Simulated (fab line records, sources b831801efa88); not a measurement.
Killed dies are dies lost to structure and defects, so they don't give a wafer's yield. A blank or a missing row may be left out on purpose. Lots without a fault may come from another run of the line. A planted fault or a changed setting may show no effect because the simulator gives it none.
Tool commonality check | flow sky130 | 15 lots, 45 wafers sampled

WHY IT WAS OPENED
At SKY_VT_ADJUST_HVTR_OVL_MEAS_08 the reading VT_ADJUST_HVTR_OVL is flagged on 3 of 15 lots. Wafers without a fault read -0.5 nm, standard deviation 1.4.
Rule: a lot is flagged when every wafer of it that has a number lies more than 4 standard deviations from that mean, or none has a number. The other lots count as sound.

lot  | measured     | on         | VT_ADJUST_HVTR_OVL (nm), wafer by wafer | flag
L188 | day 9 17:07  | overlay-02 | 2.1 -1.0 1.1                            |
L193 | day 11 01:53 | overlay-01 | -1.5 0.4 0.9                            |
L194 | day 11 14:26 | overlay-01 | -2.8 -1.9 -2.6                          |
L195 | day 11 20:17 | overlay-01 | -1.2 -1.0 -0.3                          |
L196 | day 11 21:01 | overlay-01 | -0.2 -3.6 -3.5                          |
L197 | day 12 02:19 | overlay-01 | -1.4 -0.2 -1.1                          |
L198 | day 12 17:25 | overlay-02 | 0.6 -0.2 -2.7                           |
L199 | day 12 20:37 | overlay-02 | -3.0 -2.1 0.1                           |
L200 | day 13 01:20 | overlay-02 | 48.0 46.1 46.6                          | FLAGGED
L201 | day 13 04:23 | overlay-02 | -2.7 1.5 -0.1                           |
L202 | day 13 20:57 | overlay-02 | 46.8 45.4 46.7                          | FLAGGED
L203 | day 14 07:28 | overlay-02 | -1.0 -2.8 1.1                           |
L207 | day 15 02:07 | overlay-01 | 45.5 46.6 48.0                          | FLAGGED
L210 | day 16 01:10 | overlay-02 | 0.9 -1.0 -1.5                           |
L211 | day 16 12:10 | overlay-02 | -2.1 -1.3 -2.3                          |
The numbers of the flagged lots are 46.6 nm on average: +47.1 nm against the usual, or +34 standard deviations.

WHICH TOOL RAN EACH LOT
The record holds 1 process step before the reading, out of a route of 708 steps. In each cell: the tool, then ch and the chambers that the sampled wafers went through, then the start.
lot  | flag    | SKY_VT_ADJUST_HVTR_EXPOSE_04
L188 |         | iline_stepper-02 ch 0, day 9 06:53
L193 |         | iline_stepper-01 ch 0, day 10 14:49
L194 |         | iline_stepper-02 ch 0, day 11 03:07
L195 |         | iline_stepper-02 ch 0, day 11 09:01
L196 |         | iline_stepper-01 ch 0, day 11 09:45
L197 |         | iline_stepper-01 ch 0, day 11 14:50
L198 |         | iline_stepper-01 ch 0, day 12 05:34
L199 |         | iline_stepper-01 ch 0, day 12 08:44
L200 | FLAGGED | iline_stepper-01 ch 0, day 12 13:26
L201 |         | iline_stepper-02 ch 0, day 12 16:34
L202 | FLAGGED | iline_stepper-01 ch 0, day 13 08:13
L203 |         | iline_stepper-02 ch 0, day 13 18:31
L207 | FLAGGED | iline_stepper-01 ch 0, day 14 13:26
L210 |         | iline_stepper-02 ch 0, day 15 11:43
L211 |         | iline_stepper-02 ch 0, day 15 22:07
What these steps do:
- SKY_VT_ADJUST_HVTR_EXPOSE_04: exposes mask HVTRM, target cd 380 nm.
- SKY_VT_ADJUST_HVTR_OVL_MEAS_08

FLAGGED OVER TOTAL, TOOL BY TOOL (the gauges that took the reading come last)
step                           | tool             | lots run | flagged | share of the flagged lots | sound lots run after its first flagged lot
SKY_VT_ADJUST_HVTR_EXPOSE_04   | iline_stepper-01 | 8        | 3       | all                       | 0
SKY_VT_ADJUST_HVTR_EXPOSE_04   | iline_stepper-02 | 7        | 0       | none                      | -
SKY_VT_ADJUST_HVTR_OVL_MEAS_08 | overlay-01       | 6        | 1       | some                      | 0
SKY_VT_ADJUST_HVTR_OVL_MEAS_08 | overlay-02       | 9        | 2       | some                      | 4 (L201,L203,L210,L211)

WHAT THE TABLE ALLOWS
1 row of the table ran every flagged lot: iline_stepper-01 at SKY_VT_ADJUST_HVTR_EXPOSE_04.
- iline_stepper-01 at SKY_VT_ADJUST_HVTR_EXPOSE_04: 3 of its 8 lots flagged. Its last sound lot is L199 (day 12 08:44), its first flagged lot L200 (day 12 13:26): a fault that began between those two fits.
One tool is left: iline_stepper-01 at SKY_VT_ADJUST_HVTR_EXPOSE_04.

WHAT THE SIMULATOR HAD PUT IN
Scanner matching overlay: iline_stepper-01, from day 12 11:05 on, at SKY_VT_ADJUST_HVTR_EXPOSE_04. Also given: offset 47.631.
Lots struck among those shown: L200, L202, L207. The rule above found the same.
